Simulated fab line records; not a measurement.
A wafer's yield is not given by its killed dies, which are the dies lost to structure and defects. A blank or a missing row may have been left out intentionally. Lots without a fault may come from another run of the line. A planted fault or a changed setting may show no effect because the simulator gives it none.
The same fault as seen by 2 desks    flow gf180mcu    numbers are kept per desk, each desk with only its own; the story behind them comes last

== FOR THE TOOL OWNER'S DESK: pvd sputter-02 ==
At GF_MIM_SPUTTER_09 (material TiN, target thk 35 nm, time 29.2 s) the tool's own readings: per lot run on this tool, the mean of the sampled wafers that have a number. If a lot's mean is further than 4 standard deviations from the usual mean, the lot is out of limits and carries the mark OUT (the distance appears in the brackets).
Columns: A = chamber pressure pa at GF_MIM_SPUTTER_09, usual 0.4000 Pa; B = throttle valve pct at GF_MIM_SPUTTER_09, usual 30.2 %
lot   first seen here  A       B
L751  day 24 13:51     0.4005  31.7
L761  day 28 01:17     0.3992  29.4
L762  day 28 07:05     0.3993  30.0
Result from this desk: across the 3 lots, nothing is out of limits.

== THE METROLOGY DESK ==
Lot by lot, what the gauges showed, no matter which tool ran the lot: averages of those sampled wafers that carry a number. If a lot's mean is further than 4 standard deviations from the usual mean, the lot is out of limits and carries the mark OUT (the distance appears in the brackets).
Columns: A = cd nm at GF_V3_CD_MEAS_14, usual 260.1 nm; B = M5_OVL at GF_M5_OVL_MEAS_08, usual 2 nm
lot   first seen here  A      B
L751  day 22 12:21     260.2  0
L752  day 23 00:14     259.1  6
L755  day 23 17:55     258.8  2
L761  day 26 03:10     257.8  -4
L762  day 26 09:08     260.9  2
L763  day 26 18:49     260.2  -1
L765  day 27 04:47     262.3  3
L767  day 27 20:18     260.2  -8
L768  day 28 01:05     259.2  4
L770  day 28 15:08     259.8  7
L772  day 29 07:26     261.1  -4
L774  day 29 14:34     262.1  -0
Result from this desk: across the 12 lots, nothing is out of limits.

== ALL TOGETHER ==
Nothing out of limits was seen by the tool owner's desk.
At the metrology desk, nothing out of limits was observed.

== WHAT THE SIMULATOR HAD INSERTED ==
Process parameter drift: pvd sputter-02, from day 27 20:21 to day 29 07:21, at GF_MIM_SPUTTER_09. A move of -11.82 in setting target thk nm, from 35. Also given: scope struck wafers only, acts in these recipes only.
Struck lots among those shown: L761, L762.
